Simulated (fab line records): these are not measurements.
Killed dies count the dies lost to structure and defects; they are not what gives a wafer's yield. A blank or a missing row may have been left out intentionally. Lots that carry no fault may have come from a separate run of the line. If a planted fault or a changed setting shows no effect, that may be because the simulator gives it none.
A lot that was struck, set against a sound lot :: flow gf180mcu :: 15 steps out of a route of 602
Sound: these wafers, L384.3, L384.5, L384.6. The struck wafers were L374.1, L374.3, L374.5. The cause is named last.
Each step with rows lists, per side, the tool, then ch with its chambers, then its first start. Under that, the readings that differ: sound wafers :: struck wafers :: difference of the means :: sigmas: that difference in standard deviations of wafers without a fault.
alike: same words and numbers on both sides, and readings whose means sit less than 2 such deviations apart. not compared: any withheld reading, any reading some wafer has no value for, any bound like >300 that may hide the same value, and any number with overlapping values for which the record gives no deviation.
The two part at a step that has a row with sigmas, a row that says differs or no value, or rows on one side only. Numbers that have no deviation but don't overlap get no sigmas and don't part them. A reading missing from all wafers of one side parts the sides only when that side holds two or more wafers.

GF_V4_BOW_MEAS_05:
  sound on film_metro-03, day 30 00:29; struck on film_metro-04, day 27 15:58
  alike: V4_BOW
then, 6 steps without rows for these wafers: GF_V4_DEHYDRATE_06 (time 60 s); GF_V4_HMDS_07 (prime time 60 s); GF_V4_COAT_08; GF_V4_COAT_09 (resist thk 1000 nm); GF_V4_SOFTBAKE_10 (time 60 s); GF_V4_EXPOSE_11 (exposes mask Via4, target cd 260 nm).
GF_V4_PEB_12: peb time 92.34 s.
  sound on litho_track-02 ch 0; struck on litho_track-04 ch 0
  alike: heater_power_total_W, plate_sensor_t_centre_C, plate_sensor_t_edge_C
then, 1 step without rows for these wafers: GF_V4_DEVELOP_13 (develop time 60 s).
GF_V4_CD_MEAS_14 targets a cd of 260 nm.
  sound on cd_sem-02, day 30 20:35; struck on cd_sem-02, day 28 13:37
  alike: cd_nm
GF_V4_OVL_MEAS_15:
  sound on overlay-02, day 30 20:41; struck on overlay-02, day 28 13:44
  alike: V4_OVL
GF_V4_ETCH_16: etches BARC in N2/H2.
  sound on rie_diel-03 ch 0,3, day 30 20:42; struck on rie_diel-04 ch 1,2,3, day 28 13:46
  alike: bias_w, chamber_pressure_mTorr, drypump_motor_current_A, h2_flow_sccm, oes_product_au, throttle_valve_pct
GF_V4_ETCH_17: etches SiO2 in C4F8/O2/Ar, stops on TiN, target depth 630 nm.
  sound on rie_diel-03 ch 0,3, day 30 20:00; struck on rie_diel-04 ch 1,2,3, day 28 13:00
  no value came back on the struck wafers for bias_w (W), chamber_pressure_mTorr (mTorr), oes_product_au (a.u.); on the sound wafers bias_w (W) reads 1204 1203 1197
GF_V4_STRIP_18: strips in O2/N2.
  sound on plasma_asher-04 ch 0,1, day 30 20:52; struck on plasma_asher-04 ch 0,1, day 28 13:54
reading: oes_product_au (a.u.)
sound: 0.604 0.594 0.599
struck: 0.661 0.665 0.653
difference: +0.061
sigmas: +11
  alike: drypump_motor_current_A, heater_power_w
  not compared: rf_hours_counter_h
then, 1 step without rows for these wafers: GF_V4_STRIP_19 (strips in post etch residue remover, time 1200 s).

## WHERE THEY PART
Earliest at GF_V4_ETCH_17; latest, in this record, at GF_V4_STRIP_18.

WHY: the cause the simulator had injected
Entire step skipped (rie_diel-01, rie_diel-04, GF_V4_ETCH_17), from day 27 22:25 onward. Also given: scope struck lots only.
